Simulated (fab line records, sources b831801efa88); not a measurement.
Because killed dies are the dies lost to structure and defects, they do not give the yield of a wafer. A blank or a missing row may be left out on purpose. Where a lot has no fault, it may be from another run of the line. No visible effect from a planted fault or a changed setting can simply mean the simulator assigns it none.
Struck lot and sound lot, side by side	flow gf180mcu	16 steps out of a route of 602
Sound: these wafers, L540.1, L540.4, L540.5. The struck wafers were L543.1, L543.3, L543.5. The cause is named last.
Each step with rows lists, per side, the tool, then ch with its chambers, then its first start. Under that, the readings that differ: sound wafers	struck wafers	difference of the means	sigmas: that difference in standard deviations of wafers without a fault.
alike: a reading whose means differ by less than 2 such deviations, as well as words and numbers matching on both sides. not compared: withheld readings; readings where some wafer has no value; bounds like >300 that might hide an equal value; numbers whose values overlap and for which the record gives no deviation.
Wherever a step has rows on one side only, a row that says differs or no value, or a row with sigmas, the two part there. When numbers do not overlap yet have no deviation, they are printed without sigmas and do not part them. A reading missing from all wafers of one side parts the sides only when that side holds two or more wafers.

first, 4 steps without rows for these wafers: GF_M1_SOFTBAKE_10 (time 60 s); GF_M1_EXPOSE_11 (exposes mask Metal1, target cd 230 nm); GF_M1_PEB_12 (peb time 90 s); GF_M1_DEVELOP_13 (develop time 60 s).
GF_M1_CD_MEAS_14: target cd 230 nm.
  struck on cdSem-01, day 21 14:23; sound on cdSem-01, day 20 15:48
  alike: cdNm
GF_M1_OVL_MEAS_15:
  struck on overlay-02, day 21 14:31; sound on overlay-02, day 20 15:55
  alike: M1_OVL
GF_M1_METAL_ETCH_16: etches the open film in Cl2/BCl3, stops on SiO2, target depth 750.8 nm, time 125.1 s.
  sound on rieMetal-04 ch 0,1, day 20 15:58; struck on rieMetal-01 ch 1, day 21 14:32
reading	sound	struck	difference	sigmas
drypumpMotorCurrentA (A)	4.8 5.2 5.2	6.2 6.3 6.2	+1.2	+2
  alike: chamberPressureMTorr, mfcCl2Sccm, oesProductAu, throttleValvePct
  not compared: rfHoursCounterH
GF_M1_STRIP_17: strips in O2/N2.
  sound on plasmaAsher-01 ch 0,1, day 20 16:05; struck on plasmaAsher-04 ch 1, day 21 14:40
reading	sound	struck	difference	sigmas
heaterPowerW (W)	329 340 341	295 299 301	-38	-2
  alike: chamberPressureMTorr, drypumpMotorCurrentA, n2FlowSccm, oesProductAu, stripTimeToEndpointS
  not compared: rfHoursCounterH
then, 3 steps without rows for these wafers: GF_M1_STRIP_18 (strips in post etch residue remover, time 1200 s); GF_M1_CLEAN_19 (cleans in DIW); GF_V1_CVD_00 (deposits SiO2, target thk 600 nm, time 100 s).
GF_V1_THK_MEAS_01:
  struck on filmMetro-04, day 21 15:17; sound on filmMetro-04, day 20 16:43
  alike: V1_CVD_00_THK
GF_V1_CVD_02: deposits SiO2 from TEOS, target thk 850 nm, time 94.851 s.
  sound on pecvd-01 ch 0,1,2, day 20 16:47; struck on pecvd-01 ch 0,1,2, day 21 15:20
reading	sound	struck	difference	sigmas
rfFwdPowerW (W)	594.8 598.7 599.3	498.1 501.0 500.0	-97.9	-39
model.SiO2_of_V1_CVD_02.thkNm (nm)	844.8 860.7 847.6	809.6 796.6 825.1	-40.6	
  alike: heaterPowerW, susceptorTempC
GF_V1_THK_MEAS_03:
  struck on filmMetro-02, day 21 15:25; sound on filmMetro-02, day 20 16:51
reading	sound	struck	difference	sigmas
V1_CVD_02_THK (nm)	845 860 848	810 797 825	-40	-3
GF_V1_CMP_04: polishes SiO2.
  sound on cmp-01 ch 0,1, day 20 16:55; struck on cmp-01 ch 0,2,3, day 21 15:28
reading	sound	struck	difference	sigmas
timeToEndpointS (s)	80 85 79	67 62 75	-13	-2
  alike: headPressurePsi, motorCurrentA
GF_V1_BOW_MEAS_05:
  struck on filmMetro-01, day 21 15:46; sound on filmMetro-01, day 20 17:13
  alike: V1_BOW

## WHERE THEY PART
Last at GF_V1_CMP_04 as far as this record goes, first at GF_M1_METAL_ETCH_16. Later steps at which nothing parts them and some readings are alike: GF_V1_BOW_MEAS_05.

WHY: whatever the simulator had introduced
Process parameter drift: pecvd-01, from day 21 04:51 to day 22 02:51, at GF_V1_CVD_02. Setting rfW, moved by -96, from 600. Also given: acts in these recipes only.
